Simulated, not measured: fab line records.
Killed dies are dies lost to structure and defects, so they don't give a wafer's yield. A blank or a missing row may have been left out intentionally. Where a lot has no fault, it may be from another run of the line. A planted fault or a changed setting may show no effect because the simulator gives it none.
Which of the tools did it? -- flow gf180mcu -- Sampling: 10 lots, 30 wafers, 3 of 602 route steps

## WHAT THE GAUGES READ, wafer by wafer
GF_TOP_METAL_CD_MEAS_14: target cd 440 nm.
lot,measured,on,cd nm (nm)
L466,day 28 18:56,cd sem-02,440.0 439.1 440.7
L465,day 29 00:18,cd sem-02,439.1 437.4 438.2
L467,day 29 05:56,cd sem-02,439.5 438.5 438.2
L470,day 29 21:47,cd sem-01,435.4 437.6 438.7
L472,day 30 12:29,cd sem-01,437.8 470.5 439.6
L477,day 31 13:40,cd sem-02,438.2 438.9 439.1
L482,day 33 00:58,cd sem-01,439.1 436.2 437.6
L483,day 33 08:53,cd sem-02,443.7 439.8 443.6
L484,day 33 13:21,cd sem-02,440.7 436.6 443.0
L485,day 33 20:55,cd sem-01,438.7 442.3 441.9

## WHICH TOOL RAN EACH LOT (tool, then ch and the chambers of the sampled wafers, then the start)
lot,GF_M5_ETCH_09,GF_TOP_METAL_COAT_09
L466,"rie diel-03 ch 0,3, day 26 20:29","litho track-01 ch 0, day 28 07:38"
L465,"rie diel-01 ch 0,1, day 27 01:17","litho track-01 ch 0, day 28 13:04"
L467,"rie diel-03 ch 0,1, day 27 06:50","litho track-03 ch 0, day 28 18:59"
L470,"rie diel-02 ch 0,3, day 28 00:59","litho track-03 ch 0, day 29 10:59"
L472,"rie diel-03 ch 1,2,3, day 28 17:35","litho track-01 ch 0, day 30 03:26"
L477,"rie diel-02 ch 0,3, day 29 23:56","litho track-02 ch 0, day 31 05:05"
L482,"rie diel-02 ch 0,1,3, day 31 13:31","litho track-01 ch 0, day 32 16:50"
L483,"rie diel-02 ch 0,3, day 31 22:08","litho track-01 ch 0, day 33 01:35"
L484,"rie diel-03 ch 0,2,3, day 32 00:59","litho track-01 ch 0, day 33 05:36"
L485,"rie diel-03 ch 0,1,3, day 32 09:56","litho track-03 ch 0, day 33 13:11"
- GF_M5_ETCH_09: etches Si3N4 in CF4/O2, target depth 52 nm, time 11.6 s.
- GF_TOP_METAL_COAT_09: resist thk 1500 nm.

## THE ANSWER, worked out from the rows above alone
Rule: what is usual is taken from the lots themselves. The widest of any qualifying gaps counts: lots, ordered by their means at a reading, are off when they make up no more than a third of the lots, leave a main group of 4 or more, and stand apart from it by 3 or more times the standard deviation of that group's means. Not used: any main group whose means are identical at the precision the tables above print for the reading. Also off: a lot with no number at a reading for which 4 or more lots have one. Any other lot the step has rows for is counted as sound.
Off, at GF_TOP_METAL_CD_MEAS_14 on cd nm: L472. The main group has a mean of 439.3 nm with a standard deviation of 1.6.
A tool fits if, at a process step before that reading, it ran every lot that is off, and no sound lot after the first of them. Those tools and the gauges at GF_TOP_METAL_CD_MEAS_14 are tried in the same way. Of those tried, none fits.

## WHAT THE SIMULATOR PUT IN
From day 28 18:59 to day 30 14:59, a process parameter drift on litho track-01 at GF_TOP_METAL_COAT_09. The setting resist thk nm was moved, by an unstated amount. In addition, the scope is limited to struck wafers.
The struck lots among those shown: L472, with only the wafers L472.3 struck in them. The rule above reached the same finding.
